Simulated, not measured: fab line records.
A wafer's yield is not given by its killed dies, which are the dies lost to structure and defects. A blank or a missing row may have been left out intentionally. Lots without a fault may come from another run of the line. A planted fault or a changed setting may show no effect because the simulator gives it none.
Matching of chambers :: flow sky130 :: SKY_POLY_GATE_ETCH_17 on rie si-02: 4 sister chambers
The step etches poly-Si in HBr/Cl2, stops on SiO2, target depth 180 nm, time 70.5 s. 14 wafers are shown with their chamber, then 7 later ones without.

## WAFERS, EACH WITH ITS CHAMBER
wafer: L834.3
chamber: 0
drypump motor current A (A): 6.01
oes product au (a.u.): 0.992
throttle valve pct (%): 33.692

wafer: L834.4
chamber: 3
drypump motor current A (A): 5.86
oes product au (a.u.): 0.990
throttle valve pct (%): 33.695

wafer: L834.6
chamber: 3
drypump motor current A (A): 5.85
oes product au (a.u.): 0.994
throttle valve pct (%): 33.683

wafer: L836.1
chamber: 2
drypump motor current A (A): 5.39
oes product au (a.u.): 0.996
throttle valve pct (%): 33.678

wafer: L836.4
chamber: 2
drypump motor current A (A): 5.42
oes product au (a.u.): 0.983
throttle valve pct (%): 33.692

wafer: L836.6
chamber: 1
drypump motor current A (A): 5.66
oes product au (a.u.): 0.982
throttle valve pct (%): 33.684

wafer: L837.2
chamber: 3
drypump motor current A (A): 5.87
oes product au (a.u.): 0.977
throttle valve pct (%): 33.686

wafer: L837.3
chamber: 2
drypump motor current A (A): 5.42
oes product au (a.u.): 0.986
throttle valve pct (%): 33.679

wafer: L837.6
chamber: 2
drypump motor current A (A): 5.39
oes product au (a.u.): 0.978
throttle valve pct (%): 33.667

wafer: L838.3
chamber: 0
drypump motor current A (A): 6.00
oes product au (a.u.): 0.985
throttle valve pct (%): 33.683

wafer: L838.4
chamber: 3
drypump motor current A (A): 5.88
oes product au (a.u.): 0.981
throttle valve pct (%): 33.689

wafer: L838.5
chamber: 2
drypump motor current A (A): 5.39
oes product au (a.u.): 0.999
throttle valve pct (%): 33.698

wafer: L846.1
chamber: 0
drypump motor current A (A): 6.01
oes product au (a.u.): 0.989
throttle valve pct (%): 33.670

wafer: L846.4
chamber: 3
drypump motor current A (A): 5.89
oes product au (a.u.): 0.990
throttle valve pct (%): 33.690

SIGNATURES (averages over the wafers above)
reading: drypump motor current A
chamber 0: 6.0067
chamber 1: 5.6600
chamber 2: 5.4020
chamber 3: 5.8700
scatter within a chamber: 0.0147

reading: oes product au
chamber 0: 0.98867
chamber 1: 0.98200
chamber 2: 0.98840
chamber 3: 0.98640
scatter within a chamber: 0.00734

reading: throttle valve pct
chamber 0: 33.68167
chamber 1: 33.68400
chamber 2: 33.68280
chamber 3: 33.68860
scatter within a chamber: 0.00964
Rule: a wafer lies at a distance from a chamber equal to the root of the sum of squares, over the readings, of (its reading less the chamber's mean, divided by the reading's scatter). If the next closest chamber is less than 2 further off than the closest, the wafer can't be placed; otherwise it belongs to the closest. The scatter: the root of (the sum of the squares of (reading less its chamber's mean) over the shown wafers, divided by (wafers less chambers)).

## WAFERS WITH NO CHAMBER GIVEN
wafer: L846.6
drypump motor current A (A): 5.98
oes product au (a.u.): 0.987
throttle valve pct (%): 33.677

wafer: L852.2
drypump motor current A (A): 5.90
oes product au (a.u.): 0.979
throttle valve pct (%): 33.694

wafer: L852.4
drypump motor current A (A): 5.98
oes product au (a.u.): 0.991
throttle valve pct (%): 33.687

wafer: L852.6
drypump motor current A (A): 5.65
oes product au (a.u.): 0.980
throttle valve pct (%): 33.677

wafer: L856.1
drypump motor current A (A): 5.35
oes product au (a.u.): 0.991
throttle valve pct (%): 33.686

wafer: L856.3
drypump motor current A (A): 5.85
oes product au (a.u.): 0.979
throttle valve pct (%): 33.695

wafer: L856.4
drypump motor current A (A): 6.02
oes product au (a.u.): 0.993
throttle valve pct (%): 33.680

## WHICH CHAMBER EACH WENT THROUGH
wafer: L846.6
from the rows above: 0
in truth: 0

wafer: L852.2
from the rows above: 3
in truth: 3

wafer: L852.4
from the rows above: 0
in truth: 0

wafer: L852.6
from the rows above: 1
in truth: 1

wafer: L856.1
from the rows above: 2
in truth: 2

wafer: L856.3
from the rows above: 3
in truth: 3

wafer: L856.4
from the rows above: 0
in truth: 0
Correct placement for 7 of the 7. Not placeable from these rows: 0. Placed wrongly: 0.
